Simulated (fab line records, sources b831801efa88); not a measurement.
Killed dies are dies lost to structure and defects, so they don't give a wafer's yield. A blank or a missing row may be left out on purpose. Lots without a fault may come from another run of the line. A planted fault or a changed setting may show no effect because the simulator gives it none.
Which tool did it? | flow sky130 | 12 lots, 36 wafers sampled, at 4 steps of a route of 708

WHAT THE GAUGES READ, wafer by wafer
SKY_VT_ADJUST_HVTP_TW_MEAS_11. Usual: VT_ADJUST_HVTP_TW 1356, standard deviation 15.
lot  | measured     | on            | VT_ADJUST_HVTP_TW | flag
L225 | day 5 21:46  | film_metro-01 | 1371 1370 1372    |
L226 | day 6 08:54  | film_metro-01 | 1372 1360 1360    |
L227 | day 6 14:47  | film_metro-02 | 1384 1376 1372    |
L229 | day 7 03:12  | film_metro-03 | 1348 1350 1340    |
L232 | day 8 04:14  | film_metro-01 | 1363 1365 1371    |
L234 | day 8 13:13  | film_metro-03 | 1343 1348 1349    |
L235 | day 8 17:22  | film_metro-03 | 1345 1348 1342    |
L238 | day 9 18:39  | film_metro-02 | 1377 1370 1373    |
L240 | day 10 02:02 | film_metro-02 | 1370 1373 1379    |
L241 | day 10 08:31 | film_metro-03 | 1349 1348 1353    |
L243 | day 11 01:10 | film_metro-02 | 1381 1379 1379    |
L246 | day 11 20:43 | film_metro-03 | 1337 1337 1341    |

SKY_VT_ADJUST_LVTN_TW_MEAS_10. Usual: VT_ADJUST_LVTN_TW 243.1, standard deviation 2.5.
lot  | measured     | on            | VT_ADJUST_LVTN_TW | flag
L225 | day 6 16:54  | film_metro-02 | 246.5 246.8 245.5 |
L226 | day 7 04:26  | film_metro-02 | 245.1 244.9 245.6 |
L227 | day 7 10:43  | film_metro-04 | 245.2 245.2 246.3 |
L229 | day 7 23:30  | film_metro-03 | 239.7 239.3 239.6 |
L232 | day 9 01:55  | film_metro-04 | 242.5 243.9 243.8 |
L234 | day 9 11:25  | film_metro-04 | 243.2 243.9 243.9 |
L235 | day 9 14:40  | film_metro-03 | 239.4 239.4 240.5 |
L238 | day 10 17:24 | film_metro-04 | 242.8 242.4 244.2 |
L240 | day 11 00:31 | film_metro-03 | 238.8 239.3 238.8 |
L241 | day 11 07:46 | film_metro-02 | 244.7 245.9 243.7 |
L243 | day 12 00:19 | film_metro-03 | 239.4 239.0 239.1 |
L246 | day 12 20:50 | film_metro-03 | 240.3 239.1 240.7 |

WHICH TOOL RAN EACH LOT (tool, then ch and the chambers of the sampled wafers, then the start)
lot  | SKY_PWDE_COAT_02                 | SKY_PWDE_STRIP_09
L225 | litho_track-04 ch 0, day 3 10:11 | plasma_asher-01 ch 0,1, day 3 18:20
L226 | litho_track-03 ch 0, day 3 17:49 | plasma_asher-04 ch 0,1, day 4 02:31
L227 | litho_track-03 ch 0, day 3 23:25 | plasma_asher-01 ch 0,1, day 4 07:26
L229 | litho_track-03 ch 0, day 4 10:08 | plasma_asher-03 ch 0,1, day 4 19:04
L232 | litho_track-04 ch 0, day 5 07:37 | plasma_asher-04 ch 0,1, day 5 17:19
L234 | litho_track-03 ch 0, day 5 14:29 | plasma_asher-04 ch 0,1, day 5 23:01
L235 | litho_track-03 ch 0, day 5 18:16 | plasma_asher-04 ch 0,1, day 6 03:20
L238 | litho_track-01 ch 0, day 6 15:50 | plasma_asher-04 ch 0,1, day 7 02:04
L240 | litho_track-01 ch 0, day 6 22:53 | plasma_asher-04 ch 0, day 7 08:50
L241 | litho_track-01 ch 0, day 7 03:57 | plasma_asher-01 ch 0,1, day 7 13:48
L243 | litho_track-04 ch 0, day 7 12:58 | plasma_asher-03 ch 0,1, day 7 23:46
L246 | litho_track-04 ch 0, day 8 11:14 | plasma_asher-04 ch 0,1, day 8 22:01
- SKY_PWDE_COAT_02: resist thk 3000 nm.
- SKY_PWDE_STRIP_09: strips in O2/N2.

WHAT THE TOOLS THEMSELVES READ (means of the sampled wafers that have a number; where no wafer has one, the mark that the record gives instead)
SKY_PWDE_STRIP_09. Usual: chamber_pressure_mTorr 1500.3 mTorr, standard deviation 2; drypump_motor_current_A 5.7 A, standard deviation 0.73; o2_flow_sccm 3000 sccm, standard deviation 9.3; oes_product_au 0.722 a.u., standard deviation 0.0047; strip_time_to_endpoint_s 36.95 s, standard deviation 0.12.
lot  | tool            | chamber_pressure_mTorr (mTorr) | drypump_motor_current_A (A) | o2_flow_sccm (sccm) | oes_product_au (a.u.) | strip_time_to_endpoint_s (s) | flag
L225 | plasma_asher-01 | 1500.2                         | 5.0                         | 2986                | 0.716                 | 36.83                        |
L226 | plasma_asher-04 | 1500.6                         | 6.2                         | 2990                | 0.720                 | 36.73                        |
L227 | plasma_asher-01 | 1500.2                         | 5.1                         | 2997                | 0.727                 | 37.09                        |
L229 | plasma_asher-03 | 1499.9                         | 5.9                         | 3001                | 0.725                 | 36.95                        |
L232 | plasma_asher-04 | 1501.5                         | 5.7                         | 2992                | 0.719                 | 36.84                        |
L234 | plasma_asher-04 | 1499.8                         | 5.7                         | 2996                | 0.724                 | 37.41                        | OFF
L235 | plasma_asher-04 | 1499.3                         | 6.2                         | 3004                | 0.719                 | 37.53                        | OFF
L238 | plasma_asher-04 | 1499.2                         | 6.2                         | 3013                | 0.721                 | 36.82                        |
L240 | plasma_asher-04 | 1499.1                         | 5.1                         | 2994                | 0.721                 | 37.08                        |
L241 | plasma_asher-01 | 1499.7                         | 5.1                         | 3006                | 0.722                 | 36.94                        |
L243 | plasma_asher-03 | 1500.8                         | 5.6                         | 3005                | 0.724                 | 37.01                        |
L246 | plasma_asher-04 | 1500.6                         | 5.6                         | 3006                | 0.721                 | 37.02                        |

THE ANSWER, worked out from the rows above alone
Rule: a lot is off if the mean of its wafers that have a number lies more than 3 standard deviations from the usual mean. A lot without any number at a reading at which 4 lots or more have one is off too. The other lots that the step has rows for count as sound. The gauges are gone through in route order, then the tools' own readings, and for those a lot's mean is taken as printed above. The first step at which some lot is off is used, and at that step the reading that is off furthest; a lot without a number counts as furthest.
Off: L234, L235, at SKY_PWDE_STRIP_09 (strip_time_to_endpoint_s).
A tool fits if, at that step or a process step before it, it ran every lot that is off, and no sound lot after the first of them. One fits: litho_track-03 at SKY_PWDE_COAT_02. Its last sound lot is L229 (day 4 10:08), its first lot that is off L234 (day 5 14:29): a fault that began between those two fits.

WHAT THE SIMULATOR HAD PUT IN
Process parameter drift: litho_track-03, from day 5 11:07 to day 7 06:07, at SKY_PWDE_COAT_02. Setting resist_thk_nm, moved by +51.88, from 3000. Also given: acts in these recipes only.
Lots struck among those shown: L234, L235. The rule above found the same.
